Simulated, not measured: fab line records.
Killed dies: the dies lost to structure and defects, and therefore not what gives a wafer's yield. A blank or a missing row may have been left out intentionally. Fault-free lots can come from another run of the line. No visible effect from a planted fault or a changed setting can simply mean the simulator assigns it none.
fab line records	flow gf180mcu
record: lots: 11	wafers: 33	last-day: 32
route steps=602 shown HV_LDD@195 NSD@243 SAB@273
lots untouched by any fault: they come from a run of this same line in which no faults occurred
start-h: the number of hours between the record's first day and the start of the first shown wafer of the lot	wait-h: hours since the lot's step before	" unchanged from the row above	L1.1+2: several wafers, shown together as one row	- either no value or no given start	* or withheld: withheld	< > ~ a bound
route shown NAME@n: names a module that has steps shown in the file, with the first one's number in the route	usual: mean and standard deviation over wafers with no fault	same: alike in all rows	chamber/n: place in a boat	sites: each site's reading	_std_site: their standard deviation	_edge_site: outer sites' mean less inner sites'	radius-mm: how far each site lies from the wafer's centre	mask NAME#n: copy n	behind: tool/chamber where the wafer was last shaped	hold: what put the lot on hold/how long, in hours/how the hold closed	device: transistor that didn't switch, given as n, p or np	end of line: tests of these same wafers at the route's end	a step without rows: its recipe alone	killed: not the wafer's yield, but the dies lost to structure and defects at the first sort	map: shows each die of a wafer: x if killed, . if not, _ if none is there
set.NAME: the setting as run; set.NAME@STEP: as run at that earlier step	model.NAME: the simulator's own value behind a step, which no gauge read
route steps across a sampled set of lots; one table per step, one row per wafer
services: when a tool's chamber went out of use (start-h, in hours from the record's first day, below 0 if earlier), for how many hours, and the reason
== steps ==
step: GF_HV_LDD_CD_MEAS_19
recipe: target-cd-nm: 400
usual: cd-nm: 399.8/2.5
lot.wafer	tool	chamber	start-h	wait-h	cd-nm
L183.2	cd-sem-02	-	236.30	0.1	403.9
L183.4	"	-	"	"	403.3
L183.5	"	-	"	"	401.5
L182.3	cd-sem-01	-	238.42	0.1	401.8
L182.4	"	-	"	"	400.8
L182.5	"	-	"	"	399.1
L184.1	cd-sem-02	-	244.73	0.1	403.8
L184.4	"	-	"	"	402.6
L184.6	"	-	"	"	406.4
L185.1	cd-sem-01	-	251.58	0.1	396.5
L185.2	"	-	"	"	396.9
L185.5	"	-	"	"	396.1
L186.2	cd-sem-02	-	256.05	0.2	399.0
L186.4	"	-	"	"	398.2
L186.6	"	-	"	"	401.3
L187.3	cd-sem-02	-	262.97	0.1	399.0
L187.4	"	-	"	"	401.5
L187.5	"	-	"	"	404.3
L189.2	cd-sem-02	-	294.21	0.2	401.4
L189.4	"	-	"	"	400.9
L189.5	"	-	"	"	399.7
L194.1	cd-sem-02	-	327.18	0.1	402.4
L194.3	"	-	"	"	403.9
L194.4	"	-	"	"	404.4
L195.1	cd-sem-02	-	334.93	0.1	397.3
L195.4	"	-	"	"	395.0
L195.5	"	-	"	"	395.0
L196.2	cd-sem-01	-	343.77	0.1	399.2
L196.3	"	-	"	"	400.2
L196.6	"	-	"	"	398.0
L197.2	cd-sem-02	-	344.07	0.1	402.4
L197.3	"	-	"	"	402.5
L197.5	"	-	"	"	401.9
step: GF_NSD_OVL_MEAS_08
usual: NSD_OVL: -0.3/1.5
lot.wafer	tool	chamber	start-h	wait-h	NSD_OVL[nm]
L183.2	overlay-02	-	297.60	0.1	-1.0
L183.4	"	-	"	"	-3.2
L183.5	"	-	"	"	-1.8
L182.3	overlay-02	-	298.51	0.1	0.0
L182.4	"	-	"	"	-0.1
L182.5	"	-	"	"	1.7
L184.1	overlay-01	-	307.60	0.1	-0.2
L184.4	"	-	"	"	0.7
L184.6	"	-	"	"	0.9
L185.1	overlay-01	-	314.10	0.1	1.4
L185.2	"	-	"	"	1.0
L185.5	"	-	"	"	2.4
L186.2	overlay-01	-	319.55	0.1	-0.7
L186.4	"	-	"	"	-0.6
L186.6	"	-	"	"	-1.2
L187.3	overlay-01	-	327.39	0.1	-0.6
L187.4	"	-	"	"	0.1
L187.5	"	-	"	"	1.7
L189.2	overlay-02	-	360.28	0.1	-2.9
L189.4	"	-	"	"	-1.5
L189.5	"	-	"	"	-0.4
L194.1	overlay-01	-	397.20	0.1	0.8
L194.3	"	-	"	"	0.8
L194.4	"	-	"	"	2.9
L195.1	overlay-01	-	406.00	0.1	-2.2
L195.4	"	-	"	"	-0.7
L195.5	"	-	"	"	-2.2
L196.2	overlay-02	-	414.83	0.1	-2.3
L196.3	"	-	"	"	-2.3
L196.6	"	-	"	"	-2.3
L197.2	overlay-01	-	416.95	0.1	-1.0
L197.3	"	-	"	"	-1.8
L197.5	"	-	"	"	-0.3
step: GF_NSD_IMPLANT_09
recipe: species: As	energy-kev: 60	dose-cm2: 4e+15	tilt-deg: 7
usual: dose-ions-cm2: 4.001e+15/4.2e+12	implant-ion-amu: 75/0
lot.wafer	tool	chamber	start-h	wait-h	dose-ions-cm2	implant-ion-amu
L183.2	implanter-04	0	297.66	0.0	3.999e+15	75
L183.4	"	0	"	"	4.003e+15	75
L183.5	"	0	"	"	3.995e+15	75
L182.3	implanter-02	0	298.58	0.1	3.995e+15	75
L182.4	"	0	"	"	3.997e+15	75
L182.5	"	0	"	"	3.999e+15	75
L184.1	implanter-04	0	307.63	0.0	4.003e+15	75
L184.4	"	0	"	"	3.997e+15	75
L184.6	"	0	"	"	4e+15	75
L185.1	implanter-01	0	314.14	0.0	3.999e+15	75
L185.2	"	0	"	"	4.006e+15	75
L185.5	"	0	"	"	4.004e+15	75
L186.2	implanter-04	0	319.61	0.0	4.001e+15	75
L186.4	"	0	"	"	4.002e+15	75
L186.6	"	0	"	"	4.005e+15	75
L187.3	implanter-01	0	327.46	0.1	4.006e+15	75
L187.4	"	0	"	"	3.997e+15	75
L187.5	"	0	"	"	3.995e+15	75
L189.2	implanter-04	0	360.34	0.0	4e+15	75
L189.4	"	0	"	"	4e+15	75
L189.5	"	0	"	"	4.002e+15	75
L194.1	implanter-04	0	397.23	0.0	3.999e+15	75
L194.3	"	0	"	"	3.996e+15	75
L194.4	"	0	"	"	4.002e+15	75
L195.1	implanter-02	0	406.03	0.0	3.994e+15	49
L195.4	"	0	"	"	4.001e+15	49
L195.5	"	0	"	"	3.998e+15	49
L196.2	implanter-02	0	414.88	0.0	3.996e+15	49
L196.3	"	0	"	"	3.999e+15	49
L196.6	"	0	"	"	4.001e+15	49
L197.2	implanter-04	0	417.01	0.0	4.006e+15	49
L197.3	"	0	"	"	4.004e+15	49
L197.5	"	0	"	"	4.008e+15	49
step: GF_NSD_STRIP_11
recipe: chemistry: O2/N2	power-w: 1400	pressure-mtorr: 1500	platen-temp-c: 250	o2-flow-sccm: 3000	n2-flow-sccm: 300	overash-fraction: 0.5
usual: drypump-motor-current-A: 5.8/0.41	heater-power-w: 343/47	oes-product-au: 0.487/0.0047	platen-temp-c: 249.99/0.2	strip-time-to-endpoint-s: 22.97/0.036
lot.wafer	tool	chamber	start-h	wait-h	drypump-motor-current-A	heater-power-w	oes-product-au	platen-temp-c	rf-hours-counter-h	strip-time-to-endpoint-s
L183.2	plasma-asher-02	1	297.93	0.1	6.2	291	0.491	250.02	20	23.07
L183.4	"	1	"	"	6.2	292	0.477	249.38	-	23.00
L183.5	"	1	"	"	6.2	291	0.482	250.01	-	23.00
L182.3	plasma-asher-04	0	298.87	0.1	5.6	350	0.492	250.03	-	22.92
L182.4	"	1	"	"	6.3	266	0.485	249.75	-	22.93
L182.5	"	0	"	"	5.6	347	0.488	249.95	-	22.99
L184.1	plasma-asher-02	1	307.93	0.1	6.2	286	0.491	250.21	22	23.00
L184.4	"	1	"	"	6.2	287	0.481	249.61	-	23.04
L184.6	"	0	"	"	5.9	410	0.490	250.12	-	23.02
L185.1	plasma-asher-02	0	314.44	0.1	5.9	413	0.493	249.83	22	22.99
L185.2	"	1	"	"	6.2	301	0.482	250.16	22	23.04
L185.5	"	1	"	"	6.2	298	0.491	250.08	-	23.05
L186.2	plasma-asher-02	0	319.88	0.1	5.9	412	0.476	250.12	23	23.01
L186.4	"	0	"	"	5.9	403	0.488	249.64	-	23.00
L186.6	"	1	"	"	6.2	292	0.489	250.27	-	23.01
L187.3	plasma-asher-03	0	327.74	0.1	5.4	351	0.486	249.91	-	22.97
L187.4	"	1	"	"	5.1	353	0.486	250.07	-	22.95
L187.5	"	1	"	"	5.1	364	0.485	250.49	-	22.98
L189.2	plasma-asher-03	0	360.61	0.1	5.4	356	0.486	249.66	74	22.97
L189.4	"	1	"	"	5.1	362	0.481	250.19	-	22.96
L189.5	"	0	"	"	5.4	351	0.489	249.98	-	22.95
L194.1	plasma-asher-03	0	397.53	0.1	5.5	353	0.485	249.81	78	23.02
L194.3	"	0	"	"	5.5	338	0.490	250.02	-	23.00
L194.4	"	1	"	"	5.1	358	0.480	250.04	-	23.00
L195.1	plasma-asher-04	0	406.33	0.1	5.6	347	0.481	249.78	74	23.76
L195.4	"	0	"	"	5.6	345	0.476	249.83	-	23.75
L195.5	"	1	"	"	6.2	275	0.476	249.82	-	23.76
L196.2	plasma-asher-04	1	415.16	0.1	6.2	265	0.471	249.95	75	23.70
L196.3	"	1	"	"	6.2	276	0.477	250.11	-	23.74
L196.6	"	0	"	"	5.6	343	0.482	249.62	-	23.67
L197.2	plasma-asher-02	0	417.28	0.1	5.9	418	0.471	249.97	33	23.76
L197.3	"	0	"	"	5.9	404	0.485	249.93	-	23.73
L197.5	"	0	"	"	5.9	414	0.481	249.86	-	23.73
step: GF_PSD_RS_MEAS_14
recipe: thk-meas-gauge: four-point-probe
usual: NSD_RS: 46.10/0.079
lot.wafer	tool	chamber	start-h	wait-h	NSD_RS[ohm/sq]
L183.2	film-metro-01	-	318.50	0.1	46.14
L183.4	"	-	"	"	46.09
L183.5	"	-	"	"	46.06
L182.3	film-metro-02	-	319.49	0.1	46.03
L182.4	"	-	"	"	46.00
L182.5	"	-	"	"	46.06
L184.1	film-metro-01	-	329.93	0.1	46.10
L184.4	"	-	"	"	45.97
L184.6	"	-	"	"	46.05
L185.1	film-metro-02	-	335.75	0.1	46.28
L185.2	"	-	"	"	46.09
L185.5	"	-	"	"	46.15
L186.2	film-metro-03	-	342.08	0.1	45.99
L186.4	"	-	"	"	45.99
L186.6	"	-	"	"	45.98
L187.3	film-metro-02	-	349.15	0.1	46.06
L187.4	"	-	"	"	45.99
L187.5	"	-	"	"	46.14
L189.2	film-metro-03	-	383.66	0.1	46.03
L189.4	"	-	"	"	46.04
L189.5	"	-	"	"	46.02
L194.1	film-metro-03	-	421.43	0.1	45.97
L194.3	"	-	"	"	46.07
L194.4	"	-	"	"	46.01
L195.1	film-metro-02	-	430.84	0.1	-
L195.4	"	-	"	"	-
L195.5	"	-	"	"	-
L196.2	film-metro-01	-	440.49	0.1	-
L196.3	"	-	"	"	-
L196.6	"	-	"	"	-
L197.2	film-metro-01	-	441.92	0.1	-
L197.3	"	-	"	"	-
L197.5	"	-	"	"	-
step: GF_SAB_CD_MEAS_09
recipe: target-cd-nm: 420
usual: cd-nm: 419.7/1.9
lot.wafer	tool	chamber	start-h	wait-h	cd-nm
L183.2	cd-sem-02	-	340.05	0.1	416.7
L183.4	"	-	"	"	418.9
L183.5	"	-	"	"	419.3
L182.3	cd-sem-01	-	341.19	0.1	417.8
L182.4	"	-	"	"	417.3
L182.5	"	-	"	"	418.3
L184.1	cd-sem-02	-	351.75	0.1	420.4
L184.4	"	-	"	"	422.4
L184.6	"	-	"	"	424.4
L185.1	cd-sem-01	-	357.40	0.1	420.7
L185.2	"	-	"	"	418.4
L185.5	"	-	"	"	419.0
L186.2	cd-sem-02	-	363.90	0.1	417.5
L186.4	"	-	"	"	417.7
L186.6	"	-	"	"	416.5
L187.3	cd-sem-02	-	370.59	0.1	420.8
L187.4	"	-	"	"	420.4
L187.5	"	-	"	"	420.4
L189.2	cd-sem-01	-	406.22	0.1	420.5
L189.4	"	-	"	"	420.2
L189.5	"	-	"	"	421.4
L194.1	cd-sem-01	-	446.20	0.1	417.5
L194.3	"	-	"	"	416.9
L194.4	"	-	"	"	417.6
L195.1	cd-sem-02	-	455.43	0.1	418.7
L195.4	"	-	"	"	417.6
L195.5	"	-	"	"	417.7
L196.2	cd-sem-01	-	464.82	0.1	417.8
L196.3	"	-	"	"	416.2
L196.6	"	-	"	"	418.0
L197.2	cd-sem-02	-	465.72	0.1	421.8
L197.3	"	-	"	"	420.5
L197.5	"	-	"	"	419.2
== services ==
tool	chamber	start-h	hours	kind
plasma-asher-04	-	276.04	14.6	pm
implanter-01	-	310.66	1.8	repair
implanter-01	-	318.65	1.7	repair
implanter-01	-	397.16	6.8	repair
implanter-01	-	416.31	4.1	repair
== key ==
first-sign: step: GF_NSD_IMPLANT_09	reading: implant-ion-amu	direction: down	sigmas: 99+	usual: 75	struck: 49
effect: step: GF_NSD_STRIP_11	reading: strip-time-to-endpoint-s	direction: up	sigmas: 21	usual: *	struck: *
effect: step: GF_PSD_RS_MEAS_14	reading: NSD_RS	direction: missing
met-at GF_NSD_IMPLANT_09
struck-lots L195,L196,L197
sort-left-out L195.1,L195.4,L195.5,L196.2,L196.3,L196.6,L197.2,L197.3,L197.5
tester-left-out L195,L196,L197
not-acting-at GF_HV_LDD_CD_MEAS_19,GF_NSD_OVL_MEAS_08,GF_SAB_CD_MEAS_09
onset-between 397.23 406.03
fault: kind: wrong-recipe-download	tool: implanter-01,implanter-02,implanter-04	chamber: -	onset-h: 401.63	steps: GF_NSD_IMPLANT_09	wrong-recipe.not-listed: 1
tester-left-out: of these lots the tester's yield and bins aren't shown, on N5 and GAA mostly nor the transistor test; their killed dies are dies lost to structure and defects alone, not to doping, threshold or leakage, so they don't give the yield
sort-left-out: the simulated sort isn't trusted on such a fault, so these wafers' sort isn't shown, and their yield isn't known
